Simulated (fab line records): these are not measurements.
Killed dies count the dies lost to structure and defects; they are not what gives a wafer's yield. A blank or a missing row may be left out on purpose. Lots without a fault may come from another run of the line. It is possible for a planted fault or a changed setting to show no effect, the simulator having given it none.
Which tool is to blame? ; flow sky130 ; 39 wafers from 13 lots sampled at 3 of the route's 708 steps

== WHAT EACH GAUGE READ, for each wafer ==
SKY_CONTACT_CD_MEAS_14 targets a cd of 170 nm. Usual: 170.2 nm for cd-nm, sd 1.7.
lot;measured;on;cd-nm (nm);flag
L262;day 32 02:25;cd-sem-01;169.3 170.3 169.1;
L263;day 32 12:08;cd-sem-01;168.2 166.4 167.2;
L264;day 32 13:05;cd-sem-02;168.5 167.8 169.8;
L265;day 33 14:47;cd-sem-01;170.3 169.0 169.9;
L266;day 33 20:44;cd-sem-02;170.8 172.0 172.4;
L267;day 34 03:13;cd-sem-01;169.8 169.5 168.3;
L269;day 34 15:02;cd-sem-01;167.5 169.7 171.7;
L271;day 35 09:15;cd-sem-01;170.6 170.1 169.9;
L276;day 36 20:30;cd-sem-01;168.7 167.1 168.0;
L279;day 37 23:19;cd-sem-02;169.8 170.1 168.7;
L280;day 38 03:22;cd-sem-01;169.5 168.0 168.0;
L282;day 38 10:08;cd-sem-02;170.1 169.5 168.4;
L283;day 38 22:56;cd-sem-01;171.9 172.4 172.1;

== WHICH TOOL RAN EACH LOT (tool, then ch and the chambers of the sampled wafers, then the start) ==
lot;SKY_LDD_HVN_SOFTBAKE_03;SKY_LOCAL_INTERCONNECT_ETCH_13
L262;litho-track-03 ch 0, day 20 08:22;rie-metal-02 ch 0,1, day 30 21:59
L263;litho-track-03 ch 0, day 20 17:38;rie-metal-03 ch 0,1, day 31 08:04
L264;litho-track-03 ch 0, day 20 20:38;rie-metal-04 ch 0, day 31 09:11
L265;litho-track-03 ch 0, day 21 21:59;rie-metal-03 ch 0,1, day 32 10:50
L266;litho-track-03 ch 0, day 22 08:32;rie-metal-02 ch 0,1, day 32 17:08
L267;litho-track-03 ch 0, day 22 14:22;rie-metal-03 ch 0,1, day 32 22:55
L269;litho-track-03 ch 0, day 23 01:26;rie-metal-03 ch 1, day 33 11:26
L271;litho-track-03 ch 0, day 24 00:49;rie-metal-03 ch 0,1, day 34 05:16
L276;litho-track-04 ch 0, day 25 14:46;rie-metal-04 ch 0,1, day 35 17:08
L279;litho-track-03 ch 0, day 26 19:37;rie-metal-02 ch 0,1, day 36 19:50
L280;litho-track-04 ch 0, day 27 02:37;rie-metal-04 ch 0,1, day 36 23:09
L282;litho-track-03 ch 0, day 27 10:17;rie-metal-02 ch 1, day 37 07:24
L283;litho-track-01 ch 0, day 27 20:29;rie-metal-04 ch 1, day 37 20:31
- SKY_LDD_HVN_SOFTBAKE_03: time 60 s.
- SKY_LOCAL_INTERCONNECT_ETCH_13: etches BARC in N2/H2, stops on SiO2, time 45.9 s, target depth 60 nm.

== WHAT THE TOOLS THEMSELVES READ (means of the sampled wafers that have a number; where no wafer has one, the mark that the record gives instead) ==
SKY_LDD_HVN_SOFTBAKE_03. Usual: heater-power-total-W 56.59 W, standard deviation 0.038; resist-line-temp-C 22.99 C, standard deviation 0.1; run-length-s 89.19 s, standard deviation 0.17.
lot;tool;heater-power-total-W (W);resist-line-temp-C (C);run-length-s (s);flag
L262;litho-track-03;56.59;22.98;89.16;
L263;litho-track-03;56.62;23.03;89.29;
L264;litho-track-03;56.60;23.02;89.20;
L265;litho-track-03;56.56;22.90;89.29;
L266;litho-track-03;56.59;23.16;89.34;
L267;litho-track-03;56.60;22.97;89.16;
L269;litho-track-03;59.47;22.92;80.77;OFF
L271;litho-track-03;59.48;22.81;80.67;OFF
L276;litho-track-04;56.61;22.92;89.34;
L279;litho-track-03;56.57;23.16;89.24;
L280;litho-track-04;56.57;22.97;89.34;
L282;litho-track-03;56.58;23.00;89.24;
L283;litho-track-01;56.64;23.07;88.92;

SKY_LOCAL_INTERCONNECT_ETCH_13. Usual: bias-w 100.00 W, standard deviation 0.29; drypump-motor-current-A 5.96 A, standard deviation 0.17; oes-product-au 0.855 a.u., standard deviation 0.0047; throttle-valve-pct 13.225 %, standard deviation 0.0098.
lot;tool;bias-w (W);drypump-motor-current-A (A);oes-product-au (a.u.);throttle-valve-pct (%);flag
L262;rie-metal-02;100.28;5.78;0.851;13.222;
L263;rie-metal-03;99.97;6.03;0.860;13.223;
L264;rie-metal-04;100.14;5.96;0.853;13.222;
L265;rie-metal-03;100.21;6.00;0.857;13.226;
L266;rie-metal-02;100.07;5.77;0.851;13.229;
L267;rie-metal-03;99.90;6.02;0.853;13.218;
L269;rie-metal-03;99.84;5.97;0.853;13.222;
L271;rie-metal-03;99.93;6.03;0.860;13.225;
L276;rie-metal-04;100.10;6.07;0.857;13.230;
L279;rie-metal-02;99.75;5.70;0.858;13.222;
L280;rie-metal-04;99.71;6.13;0.859;13.214;
L282;rie-metal-02;99.81;5.86;0.851;13.228;
L283;rie-metal-04;99.78;6.18;0.856;13.225;

== THE ANSWER, worked out from the rows above alone ==
Rule: take the mean of a lot's wafers that have a number; if it is more than 3 standard deviations from the usual mean, the lot is off. A lot without any number at a reading at which 4 lots or more have one is off too. The other lots that the step has rows for count as sound. Order of review: gauges by route order, followed by the tools' own readings, for which a lot's mean as printed above is used. At the first step where some lot is off, the reading lying furthest off is the one used; lots without a number count as furthest.
Off at SKY_LDD_HVN_SOFTBAKE_03 (heater-power-total-W): L269, L271.
If a tool, at that step or one of the process steps before it, ran each lot that is off and ran no sound lot following the first of them, it fits. No candidate that was tried fits.

== WHAT THE SIMULATOR HAD PUT IN ==
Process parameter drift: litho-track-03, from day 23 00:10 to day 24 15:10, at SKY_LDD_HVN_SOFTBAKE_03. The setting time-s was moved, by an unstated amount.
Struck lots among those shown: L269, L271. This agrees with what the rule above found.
